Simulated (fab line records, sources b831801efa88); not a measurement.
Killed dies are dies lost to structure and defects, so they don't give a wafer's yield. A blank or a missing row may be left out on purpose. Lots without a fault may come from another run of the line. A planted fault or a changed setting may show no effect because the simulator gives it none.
fab line records | flow sky130
record lots=5 wafers=15 last_day=50
route steps=708 shown LDD_HVN@270 LDD_HVP@278 LDD_LDN@289 PAD_OPEN@708
lots that met no fault: from a run of the same line without faults
start_h: hours from the record's first day to the start of the lot's first wafer shown | wait_h: hours since the lot's step before | " the same as in the row above | L1.1+2: a row that stands for several wafers | - no value, or no start given | * or withheld: withheld | < > ~ a bound
route shown NAME@n: a module of which the file shows steps, and the number in the route of the first | usual: mean/standard deviation of fault-free wafers | same: alike in all rows | chamber/n: place in a boat | sites: the reading at each site | _std_site: their standard deviation | _edge_site: outer sites' mean less inner sites' | radius_mm: how far each site lies from the wafer's centre | mask NAME#n: copy n | behind: the tool/chamber that last shaped the wafer | hold: why the lot was held/for how many hours/how that ended | device: the transistor (n, p or np) that didn't switch | end of line: the same wafers' tests at the end of the route | a step without rows: its recipe alone | killed: dies lost to structure and defects at the first sort, not the wafer's yield | map: a wafer's dies, x killed, . not, _ none there
set.NAME: the setting as run; set.NAME@STEP: as run at that earlier step | model.NAME: the simulator's own value behind a step, which no gauge read
lots at some steps of the route; a table a step, a row a wafer
services: from which hour (start_h, from the record's first day; less than 0 if before it) a tool's chamber was out of use, for how many hours, and why
## steps
# step SKY_LDD_HVN_SOFTBAKE_03
# recipe temp_c=90 time_s=60 resist=NOVOLAK
# step SKY_LDD_HVN_EXPOSE_04
# recipe mask_id=HVNTM na=0.6 source_shape=conventional sigma_outer=0.6 polarization=unpolarized target_cd_nm=700 dose_mj=129
# step SKY_LDD_HVN_PEB_05
# recipe temp_c=withheld time_s=* resist=NOVOLAK
# step SKY_LDD_HVN_DEVELOP_06
# recipe resist=NOVOLAK developer=TMAH develop_time_s=60 dev_temp_c=23
# step SKY_LDD_HVN_OVL_MEAS_07
# usual LDD_HVN_OVL=0.4/1.4
# columns lot.wafer tool chamber start_h wait_h LDD_HVN_OVL[nm]
L469.1 overlay-01 - 449.01 0.1 1.0
L469.5 " - " " 0.8
L469.6 " - " " 1.2
L477.2 overlay-01 - 532.37 0.1 2.2
L477.3 " - " " -0.1
L477.5 " - " " 2.0
L479.1 overlay-01 - 550.37 0.1 2.8
L479.4 " - " " 2.0
L479.5 " - " " 2.1
L491.1 overlay-01 - 654.07 0.1 0.6
L491.2 " - " " 2.8
L491.6 " - " " 3.5
L492.1 overlay-02 - 656.81 0.1 1.4
L492.5 " - " " -0.4
L492.6 " - " " 0.2
# step SKY_LDD_HVN_IMPLANT_08
# recipe species=P energy_kev=60 dose_cm2=3e+13 tilt_deg=40
# step SKY_LDD_HVN_STRIP_09
# recipe chemistry=O2/N2 power_w=1400 pressure_mtorr=1500 platen_temp_c=withheld o2_flow_sccm=3000 n2_flow_sccm=289.6 overash_fraction=0.5
# usual drypump_motor_current_A=5.9/0.45 n2_flow_sccm=289.6/0.85 o2_flow_sccm=3001/9.3 oes_product_au=0.408/0.0045 strip_time_to_endpoint_s=4.132/0.017
# same overash_fraction=0.5
# columns lot.wafer tool chamber start_h wait_h drypump_motor_current_A n2_flow_sccm o2_flow_sccm oes_product_au rf_hours_counter_h strip_time_to_endpoint_s
L469.1 plasma_asher-03 0 449.19 0.1 6.2 290.1 2992 0.404 78 4.112
L469.5 " 1 " " 6.2 290.0 2990 0.406 - 4.152
L469.6 " 0 " " 6.2 289.9 3005 0.407 - 4.148
L477.2 plasma_asher-03 1 532.55 0.1 6.2 288.9 2994 0.404 88 4.161
L477.3 " 0 " " 6.2 289.5 2980 0.408 - 4.138
L477.5 " 0 " " 6.2 289.0 2995 0.407 - 4.159
L479.1 plasma_asher-01 1 550.56 0.1 4.9 289.1 3014 0.411 47 4.117
L479.4 " 0 " " 5.8 292.1 3005 0.409 - 4.128
L479.5 " 1 " " 4.9 288.6 3004 0.411 - 4.113
L491.1 plasma_asher-03 0 654.26 0.1 6.2 289.9 3017 0.415 101 4.134
L491.2 " 1 " " 6.2 289.2 2990 0.409 101 4.153
L491.6 " 1 " " 6.2 289.2 2996 0.417 - 4.168
L492.1 plasma_asher-01 1 656.99 0.1 4.9 287.9 3014 0.413 57 4.142
L492.5 " 1 " " 4.9 288.8 3009 0.399 - 4.153
L492.6 " 0 " " 5.8 291.0 2996 0.407 - 4.143
# step SKY_LDD_HVN_TW_MEAS_10
# usual LDD_HVN_TW=1443/7.7
# columns lot.wafer tool chamber start_h wait_h LDD_HVN_TW
L469.1 film_metro-04 - 449.29 0.1 1438
L469.5 " - " " 1440
L469.6 " - " " 1442
L477.2 film_metro-02 - 532.66 0.1 1452
L477.3 " - " " 1444
L477.5 " - " " 1449
L479.1 film_metro-03 - 550.66 0.1 1448
L479.4 " - " " 1443
L479.5 " - " " 1444
L491.1 film_metro-03 - 654.36 0.1 1441
L491.2 " - " " 1434
L491.6 " - " " 1433
L492.1 film_metro-03 - 657.09 0.1 1420
L492.5 " - " " 1427
L492.6 " - " " 1440
# step SKY_LDD_HVP_DEHYDRATE_00
# recipe temp_c=200 time_s=60
# step SKY_LDD_HVP_HMDS_01
# recipe prime_time_s=60 prime_temp_c=120
# step SKY_LDD_HVP_COAT_02
# recipe resist=NOVOLAK spin_rpm=3000 resist_thk_nm=300
# step SKY_LDD_HVP_SOFTBAKE_03
# recipe temp_c=90 time_s=60 resist=NOVOLAK
# step SKY_LDD_HVP_EXPOSE_04
# recipe mask_id=HVPTM na=0.6 source_shape=conventional sigma_outer=0.6 polarization=unpolarized target_cd_nm=700 dose_mj=86
# columns lot.wafer tool chamber start_h wait_h mask
L469.1+5+6 iline_stepper-01 0 464.44 - HVPTM#0
L477.2+3+5 iline_stepper-02 0 547.68 - HVPTM#0
L479.1+4+5 iline_stepper-02 0 565.40 - HVNTM#0
L491.1+2+6 iline_stepper-01 0 668.15 - HVPTM#0
L492.1+5+6 iline_stepper-01 0 670.77 - HVPTM#0
# step SKY_LDD_HVP_PEB_05
# recipe temp_c=withheld time_s=* resist=NOVOLAK
# step SKY_LDD_HVP_DEVELOP_06
# recipe resist=NOVOLAK developer=TMAH develop_time_s=60 dev_temp_c=23
# step SKY_LDD_HVP_OVL_MEAS_07
# usual LDD_HVP_OVL=-1.2/1.4
# columns lot.wafer tool chamber start_h wait_h LDD_HVP_OVL[nm]
L469.1 overlay-02 - 479.71 0.1 -2.4
L469.5 " - " " -1.9
L469.6 " - " " -2.0
L477.2 overlay-02 - 562.17 0.1 0.9
L477.3 " - " " 0.2
L477.5 " - " " 0.8
L479.1 overlay-02 - 580.06 0.1 -
L479.4 " - " " -
L479.5 " - " " -
L491.1 overlay-02 - 681.61 0.1 -0.9
L491.2 " - " " -3.4
L491.6 " - " " -1.9
L492.1 overlay-01 - 684.91 0.1 0.5
L492.5 " - " " 1.1
L492.6 " - " " -1.4
# step SKY_LDD_HVP_IMPLANT_08
# recipe species=B energy_kev=20 dose_cm2=1.7e+13 tilt_deg=17.9
# step SKY_LDD_HVP_STRIP_09
# recipe chemistry=O2/N2 power_w=1400 pressure_mtorr=1500 platen_temp_c=withheld o2_flow_sccm=3000 n2_flow_sccm=300 overash_fraction=0.5
# usual drypump_motor_current_A=5.9/0.42 n2_flow_sccm=300.0/0.87 o2_flow_sccm=2999/8.2 oes_product_au=0.408/0.0045 strip_time_to_endpoint_s=4.133/0.015
# same overash_fraction=0.5
# columns lot.wafer tool chamber start_h wait_h drypump_motor_current_A n2_flow_sccm o2_flow_sccm oes_product_au rf_hours_counter_h strip_time_to_endpoint_s
L469.1 plasma_asher-02 1 479.90 0.1 5.1 300.8 3008 0.407 6 4.111
L469.5 " 1 " " 5.1 300.1 3001 0.409 - 4.132
L469.6 " 0 " " 5.9 300.1 2998 0.403 - 4.113
L477.2 plasma_asher-03 0 562.35 0.1 6.2 299.1 3002 0.401 92 4.135
L477.3 " 1 " " 6.2 300.2 2995 0.420 - 4.149
L477.5 " 0 " " 6.2 299.7 3002 0.415 - 4.133
L479.1 plasma_asher-02 1 580.25 0.1 5.1 299.5 2998 0.404 12 4.124
L479.4 " 1 " " 5.1 299.3 2991 0.409 - 4.127
L479.5 " 0 " " 5.8 300.8 2995 0.407 - 4.139
L491.1 plasma_asher-03 0 681.80 0.1 6.2 300.8 3008 0.402 103 4.145
L491.2 " 1 " " 6.2 300.6 3007 0.398 103 4.137
L491.6 " 1 " " 6.2 300.1 3006 0.405 - 4.176
L492.1 plasma_asher-02 0 685.10 0.1 5.8 300.9 2994 0.407 23 4.129
L492.5 " 0 " " 5.8 301.0 3000 0.414 - 4.127
L492.6 " 1 " " 5.2 299.7 2990 0.414 - 4.132
# step SKY_LDD_HVP_TW_MEAS_10
# usual LDD_HVP_TW=458.6/2.1
# columns lot.wafer tool chamber start_h wait_h LDD_HVP_TW
L469.1 film_metro-04 - 480.00 0.1 464.6
L469.5 " - " " 461.8
L469.6 " - " " 461.4
L477.2 film_metro-04 - 562.46 0.1 457.6
L477.3 " - " " 455.2
L477.5 " - " " 460.2
L479.1 film_metro-02 - 580.35 0.1 30.2
L479.4 " - " " 30.3
L479.5 " - " " 30.1
L491.1 film_metro-02 - 681.90 0.1 457.7
L491.2 " - " " 458.3
L491.6 " - " " 460.3
L492.1 film_metro-04 - 685.20 0.1 454.0
L492.5 " - " " 455.0
L492.6 " - " " 457.8
# step SKY_LDD_LDN_DEHYDRATE_00
# recipe temp_c=200 time_s=60
# step SKY_PAD_OPEN_PROBE_99
# usual killed_at_M0_to_M3=43/7 killed_at_M4_up=3.0/1.9 killed_at_contacts=24/4.6 killed_at_front_end=15/4.1 killed_at_other=0.3/0.52 killed_dies=84/9.7 killed_on_rim=16/3.6 killed_open=46/6.9 killed_short=38/6.8
# same gross_dies=492 killed_at_back_side=0
# columns lot.wafer tool chamber start_h wait_h killed_at_M0_to_M3 killed_at_M4_up killed_at_contacts killed_at_front_end killed_at_other killed_dies killed_on_rim killed_open killed_short
L469.1 prober-01 - 1066.08 0.1 37 1 25 22 0 85 12 46 39
L469.5 prober-01 - 1066.28 0.2 44 1 23 12 0 80 19 41 38
L469.6 prober-01 - 1066.33 0.2 40 3 29 17 0 89 19 54 35
L479.1 prober-01 - 1133.78 0.1 48 1 25 418 0 492 96 50 35
L479.4 prober-01 - 1133.93 0.2 25 3 25 439 0 492 96 38 25
L479.5 prober-01 - 1133.98 0.2 46 8 27 411 0 492 96 47 47
L492.1 prober-01 - 1197.08 0.1 56 5 16 11 0 88 18 38 50
L492.5 prober-01 - 1197.28 0.2 54 2 25 21 1 103 17 61 42
L492.6 prober-01 - 1197.33 0.2 41 8 22 24 0 95 18 38 57
# killed by level:class
L469.1 VIA1:geometric_particle:open=11 CONTACT:geometric_particle:open=9 CONTACT:geometric_particle:short=7 VIA1:geometric_particle:short=7 LI_CONTACT:geometric_particle:open=6 VIA3:geometric_particle:open=6 FIELD_ISO:geometric_particle:short=5 POLY_GATE:geometric_particle:short=4
L469.5 VIA1:geometric_particle:open=16 POLY_GATE:geometric_particle:short=6 LOCAL_INTERCONNECT:geometric_particle:short=6 CONTACT:geometric_particle:open=6 METAL1:geometric_particle:short=6 CONTACT:geometric_particle:short=5 VIA2:geometric_particle:open=5 VIA3:geometric_particle:open=5
L469.6 CONTACT:geometric_particle:open=11 LI_CONTACT:geometric_particle:open=9 VIA1:geometric_particle:open=9 METAL2:geometric_particle:short=7 VIA2:geometric_particle:open=5 LOCAL_INTERCONNECT:geometric_particle:short=5 VIA3:geometric_particle:open=5 POLY_GATE:geometric_particle:open=4
L479.1 LDD_HVP:area_expose=407 VIA1:geometric_particle:open=12 LI_CONTACT:geometric_particle:open=10 METAL2:geometric_particle:short=8 VIA2:geometric_particle:open=7 CONTACT:geometric_particle:open=6 LOCAL_INTERCONNECT:geometric_particle:short=4 METAL1:geometric_particle:short=4
L479.4 LDD_HVP:area_expose=429 CONTACT:geometric_particle:open=10 VIA1:geometric_particle:open=8 VIA3:geometric_particle:open=7 FIELD_ISO:geometric_particle:short=4 LI_CONTACT:geometric_particle:short=4 LI_CONTACT:geometric_particle:open=4 CONTACT:geometric_particle:short=4
L479.5 LDD_HVP:area_expose=398 CONTACT:geometric_particle:open=9 VIA1:geometric_particle:open=9 VIA3:geometric_particle:open=9 CONTACT:geometric_particle:short=8 METAL2:geometric_particle:short=6 METAL3:geometric_particle:short=6 METAL4:geometric_particle:short=5
L492.1 METAL2:geometric_particle:short=11 VIA1:geometric_particle:short=10 VIA2:geometric_particle:open=10 VIA1:geometric_particle:open=8 CONTACT:geometric_particle:open=5 FIELD_ISO:geometric_particle:short=4 LOCAL_INTERCONNECT:geometric_particle:short=4 VIA2:geometric_particle:short=4
L492.5 CONTACT:geometric_particle:open=11 VIA1:geometric_particle:open=11 VIA3:geometric_particle:open=10 METAL2:geometric_particle:short=8 LI_CONTACT:geometric_particle:open=6 VIA1:geometric_particle:short=6 METAL1:geometric_particle:short=6 POLY_GATE:geometric_particle:open=5
L492.6 METAL1:geometric_particle:short=8 FIELD_ISO:geometric_particle:short=7 POLY_GATE:geometric_particle:short=7 METAL4:geometric_particle:short=7 METAL2:geometric_particle:short=6 CONTACT:geometric_particle:open=6 VIA1:geometric_particle:short=6 VIA1:geometric_particle:open=6
# map L479.1 (x killed, . not)
__________xxxxxxxxxx_________
________xxxxxxxxxxxxxx_______
______xxxxxxxxxxxxxxxxxx_____
_____xxxxxxxxxxxxxxxxxxxx____
____xxxxxxxxxxxxxxxxxxxxxx___
___xxxxxxxxxxxxxxxxxxxxxxxx__
__xxxxxxxxxxxxxxxxxxxxxxxxxx_
_xxxxxxxxxxxxxxxxxxxxxxxxxxxx
_xxxxxxxxxxxxxxxxxxxxxxxxxxxx
_xxxxxxxxxxxxxxxxxxxxxxxxxxxx
_xxxxxxxxxxxxxxxxxxxxxxxxxxxx
_xxxxxxxxxxxxxxxxxxxxxxxxxxxx
_xxxxxxxxxxxxxxxxxxxxxxxxxxxx
_xxxxxxxxxxxxxxxxxxxxxxxxxxxx
_xxxxxxxxxxxxxxxxxxxxxxxxxxxx
__xxxxxxxxxxxxxxxxxxxxxxxxxx_
___xxxxxxxxxxxxxxxxxxxxxxxx__
____xxxxxxxxxxxxxxxxxxxxxx___
_____xxxxxxxxxxxxxxxxxxxx____
______xxxxxxxxxxxxxxxxxx_____
________xxxxxxxxxxxxxx_______
__________xxxxxxxxxx_________
# map L477.2 (x killed, . not)
__________...x.x...x_________
________x.x..........._______
______..x.xx..x..x..x..._____
_____.x.x............x...____
____........x.x..x..x....x___
___..................x..x..__
__..x..........x...x.x......_
_........x..x.x....x....x....
_........xx.x...x....x.......
_.......xx......x......x.....
_.......x..xx......x.........
_..xxxx.x..x....x...x.x......
_......x..x.....x...x..x.....
_x.....x......x......x.x...x.
_.........................x..
__.......x.x...xx........xx._
___..x..xx..x...xx.......xx__
____...xx....xxx...xx..x..___
_____....xx...x..........____
______.......x.........x_____
________.........x...x_______
__________.....x...._________
## services
# columns tool chamber start_h hours kind
plasma_asher-02 0 430.25 - clean
plasma_asher-02 1 430.25 - clean
iline_stepper-01 - 432.33 1.7 pm
plasma_asher-02 - 496.16 26.5 repair
plasma_asher-03 - 527.00 1.8 repair
plasma_asher-02 - 539.48 14.2 repair
iline_stepper-01 - 583.05 5.5 repair
iline_stepper-01 0 588.73 - calibration
iline_stepper-01 - 592.65 2.1 pm
iline_stepper-01 - 594.73 - consumable_replace:lamp
plasma_asher-01 - 611.56 2.2 repair
iline_stepper-02 - 616.47 1.7 pm
iline_stepper-02 0 624.83 - calibration
iline_stepper-01 - 650.42 1.7 pm
iline_stepper-02 - 667.08 4.4 pm
iline_stepper-01 - 673.58 7.5 repair
plasma_asher-03 - 683.83 8.2 pm
## key
first_sign step=SKY_LDD_HVP_EXPOSE_04 reading=mask direction=changed
effect step=SKY_LDD_HVP_OVL_MEAS_07 reading=LDD_HVP_OVL direction=missing
effect step=SKY_LDD_HVP_TW_MEAS_10 reading=LDD_HVP_TW direction=down sigmas=99+ usual=458.6 struck=30.2
effect step=SKY_PAD_OPEN_PROBE_99 reading=killed_at_front_end direction=up sigmas=99+ usual=15 struck=423
more_kills_born_at SKY_LDD_HVP_EXPOSE_04@iline_stepper-02=1234
met_at SKY_LDD_HVP_EXPOSE_04
struck_wafers L479.1,L479.4,L479.5
tester_left_out L479
onset_between 547.68 565.40
fault kind=wrong_mask tool=any chamber=- onset_h=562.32 steps=SKY_LDD_HVP_EXPOSE_04 aux_copy=HVNTM#0 scope=struck_lots_only
# tester_left_out: of these lots the tester's yield and bins aren't shown, on N5 and GAA mostly nor the transistor test; their killed dies are dies lost to structure and defects alone, not to doping, threshold or leakage, so they don't give the yield
